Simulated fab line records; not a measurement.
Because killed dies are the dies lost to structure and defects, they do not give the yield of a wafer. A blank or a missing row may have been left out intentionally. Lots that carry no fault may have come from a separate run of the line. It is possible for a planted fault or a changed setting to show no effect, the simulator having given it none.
Struck lot and sound lot, side by side + flow sky130 + 35 steps out of a route of 708
Sound: these wafers, L118.1, L118.2, L118.3. Struck: wafer L120.2. (L120.3, L120.6 of the same lot were not struck and are left out.) The cause comes at the end.
For every step that has rows: the tool of each side, followed by ch and its chambers, followed by its first start. Under that, the readings that differ: sound wafers + struck wafers + difference of the means + sigmas: that difference in standard deviations of wafers without a fault.
alike: readings with means less than 2 such deviations apart, plus words and numbers identical on both sides. not compared: withheld readings, readings lacking a value on some wafer, bounds such as >300 that could conceal the same value, and numbers that have no deviation in the record and whose values overlap.
Wherever a step has rows on one side only, a row that says differs or no value, or a row with sigmas, the two part there. Non-overlapping numbers with no deviation appear without sigmas and do not part them. A reading missing from all wafers of one side parts the sides only when that side holds two or more wafers.

first, 9 steps without rows for these wafers: SKY_METAL2_DEVELOP_14 (develop time 60 s); SKY_METAL2_DESCUM_17 (chemistry O2, time 8 s); SKY_METAL2_ETCH_18 (etches BARC in N2/H2, stops on SiO2, time 45.9 s, target depth 60 nm); SKY_METAL2_METAL_ETCH_19 (etches the open film in Cl2/BCl3, stops on SiO2, target depth 360 nm, time 78 s); SKY_METAL2_STRIP_20 (strips in O2/N2); SKY_METAL2_STRIP_21 (strips in post etch residue remover, time 1200 s); SKY_METAL2_CLEAN_22 (cleans in IPA, time 180 s); SKY_METAL2_CLEAN_23 (cleans in O3/DIW); SKY_VIA2_HDPCVD_00 (deposits SiO2, target thk 1180 nm, time 196.7 s).
SKY_VIA2_CMP_02: polishes SiO2.
  sound on cmp-02 ch 1,2,3, day 40 09:55; struck on cmp-02 ch 2, day 40 20:53
| reading                                 | sound           | struck | difference | sigmas |
|-----------------------------------------|-----------------|--------|------------|--------|
| model.SiO2_of_VIA2_HDPCVD_00.thkNm (nm) | 495.4 494 494.7 | 618.8  | +124.1     |        |
  alike: motorCurrentA, retainingRingPressureFrac
then, 9 steps without rows for these wafers: SKY_VIA2_DEHYDRATE_04 (time 60 s); SKY_VIA2_HMDS_05 (prime time 60 s); SKY_VIA2_COAT_06 (resist thk 60 nm); SKY_VIA2_COAT_07 (resist thk 450 nm); SKY_VIA2_SOFTBAKE_08 (time 90 s); SKY_VIA2_EXPOSE_09 (exposes mask VIM2, target cd 200 nm); SKY_VIA2_PEB_10; SKY_VIA2_DEVELOP_11 (develop time 60 s); SKY_VIA2_ETCH_14 (etches BARC in N2/H2, stops on SiO2, time 45.9 s, target depth 60 nm).
SKY_VIA2_ETCH_15: etches SiO2 in C4F8/O2/Ar, stops on TiN, target depth 546 nm, time 84 s.
  sound on rieDiel-02 ch 1,2,3, day 41 10:43; struck on rieDiel-04 ch 0, day 41 21:35
| reading                        | sound             | struck | difference | sigmas |
|--------------------------------|-------------------|--------|------------|--------|
| oesProductAu (a.u.)            | 0.936 0.931 0.941 | 1.003  | +0.067     | +15    |
| model.etch.depthNm (nm)        | 495.4 494 494.7   | 541.8  | +47.1      |        |
| model.VIA2.featureDepthNm (nm) | 495.4 494 494.7   | 541.8  | +47.1      |        |
  alike: biasW, chamberPressureMTorr
  not compared: rfHoursCounterH
then, 13 steps without rows for these wafers: SKY_VIA2_STRIP_16 (strips in O2/N2); SKY_VIA2_STRIP_17 (strips in post etch residue remover, time 1200 s); SKY_VIA2_CLEAN_18 (cleans in IPA, time 180 s); SKY_VIA2_CLEAN_19 (cleans in O3/DIW); SKY_VIA2_SPUTTER_20 (material TiN, target thk 20 nm, time 80 s); SKY_VIA2_CVD_21 (deposits W, target thk 420 nm, time 126.4 s); SKY_VIA2_CMP_24 (polishes, stops on SiO2, t overpolish 20 s, target thk 0 nm); SKY_METAL3_SPUTTER_00 (material Ti, target thk 15 nm, time 10 s); SKY_METAL3_SPUTTER_01 (material TiN, target thk 20 nm, time 16.7 s); SKY_METAL3_SPUTTER_02 (material AlCu, target thk 735 nm, time 39.1 s); SKY_METAL3_SPUTTER_03 (material Ti, target thk 5 nm, time 3.3 s); SKY_METAL3_SPUTTER_04 (material TiN, target thk 70 nm, time 58.3 s); SKY_CAPM_CVD_00 (deposits SiO2, target thk 15.5 nm).
-- the record jumps here: 2 days lie between the struck wafers' starts before and after (it left off in module CAPM and takes up again in module METAL3, whose first step shown is number 532 of the route) --
SKY_METAL3_METAL_ETCH_18: etches the open film in Cl2/BCl3, stops on SiO2, target depth 845 nm, time 183.1 s.
  sound on rieMetal-02 ch 0,1, day 43 13:04; struck on rieMetal-04 ch 0, day 43 22:07
| reading                                 | sound             | struck | difference | sigmas |
|-----------------------------------------|-------------------|--------|------------|--------|
| drypumpMotorCurrentA (A)                | 6.7 5.8 6.7       | 4.8    | -1.6       | -3     |
| model.SiO2_of_VIA2_HDPCVD_00.thkNm (nm) | 465.7 464.9 465.5 | 589.1  | +123.7     |        |
  alike: biasW, chamberPressureMTorr, oesProductAu, throttleValvePct
  not compared: rfHoursCounterH
-- the record jumps here: 6 days lie between the struck wafers' starts before and after (it left off in module METAL3 and takes up again in module PAD_OPEN, whose first step shown is number 708 of the route) --
SKY_PAD_OPEN_PROBE_99:
  sound on prober-02 at day 49 22:11; struck on prober-02 at day 50 03:21
| reading                               | sound             | struck | difference | sigmas |
|---------------------------------------|-------------------|--------|------------|--------|
| model.etest.tester.sortNPass          | 410 405 415       | 0      | -410       |        |
| model.etest.tester.sortYieldPct (%)   | 83.33 82.32 84.35 | 0      | -83        |        |
| model.etest.tester.sort_bin_5_pct (%) | 9.553 10.37 8.13  | 91.26  | +81.91     |        |
| model.etest.resNdiffHv.open           | 0 0 0             | 1      | +1         |        |
| model.etest.fieldP.open               | 0 0 0             | 1      | +1         |        |
| model.etest.pfetG5v0d10v5.underFloor  | 0 0 0             | 1      | +1         |        |
| model.etest.nfetG5v0d10v5.underFloor  | 0 0 0             | 1      | +1         |        |
| model.etest.resPoly.open              | 0 0 0             | 1      | +1         |        |
  alike: defectLimitedYield, killed_at_M0_to_M3, killed_at_M4_up, killedAtContacts, killedAtFrontEnd, killedAtOther, killedDies, killedOpen, killedShort

== WHERE THEY PART ==
At SKY_VIA2_ETCH_15 first; at SKY_METAL3_METAL_ETCH_18 last (within this record only). Later steps at which nothing parts them and some readings are alike: SKY_PAD_OPEN_PROBE_99.

WHY: whatever the simulator had introduced
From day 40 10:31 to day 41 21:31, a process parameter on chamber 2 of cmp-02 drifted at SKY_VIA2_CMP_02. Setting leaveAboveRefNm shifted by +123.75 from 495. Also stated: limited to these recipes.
